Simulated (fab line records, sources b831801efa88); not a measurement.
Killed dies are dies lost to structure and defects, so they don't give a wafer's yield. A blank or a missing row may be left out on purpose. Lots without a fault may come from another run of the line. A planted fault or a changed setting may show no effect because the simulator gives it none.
Chamber matching | flow sky130 | SKY_POLY_GATE_ETCH_17 on rie_si-01: 4 sister chambers
The step etches poly-Si in HBr/Cl2, stops on SiO2, target depth 180 nm, time 70.5 s. 4 wafers are shown with their chamber, then 8 later ones without.

WAFERS WITH THEIR CHAMBER
wafer  | chamber | drypump_motor_current_A (A)
L513.5 | 2       | 6.7
L514.4 | 3       | 6.0
L514.6 | 0       | 5.9
L515.1 | 1       | 5.6

WAFERS WITHOUT THEIR CHAMBER
wafer  | drypump_motor_current_A (A)
L515.2 | 5.9
L515.3 | 6.0
L517.2 | 5.9
L517.3 | 6.7
L517.4 | 6.1
L523.2 | 5.9
L523.3 | 6.0
L523.6 | 5.9

WHICH CHAMBER EACH WENT THROUGH
wafer  | from the rows above | in truth
L515.2 | 0                   | 0
L515.3 | 3                   | 3
L517.2 | 0                   | 0
L517.3 | 2                   | 2
L517.4 | 3                   | 3
L523.2 | 0                   | 0
L523.3 | 3                   | 3
L523.6 | 0                   | 0
Placed correctly: 8 of 8. Can't be placed from these rows: 0. Placed wrongly: 0.
How it was worked out, from the rows above alone: a wafer's distance from a chamber is the root of the sum, over the readings, of the square of ((its reading less the chamber's mean) divided by the reading's scatter). The wafer belongs to the nearest chamber; if the next one is less than 2 further off, it can't be placed. A chamber's mean is the mean of its shown wafers. The scatter: with one shown wafer a chamber, the root of the mean of the squares of how far each hidden wafer lies from its nearest shown one.
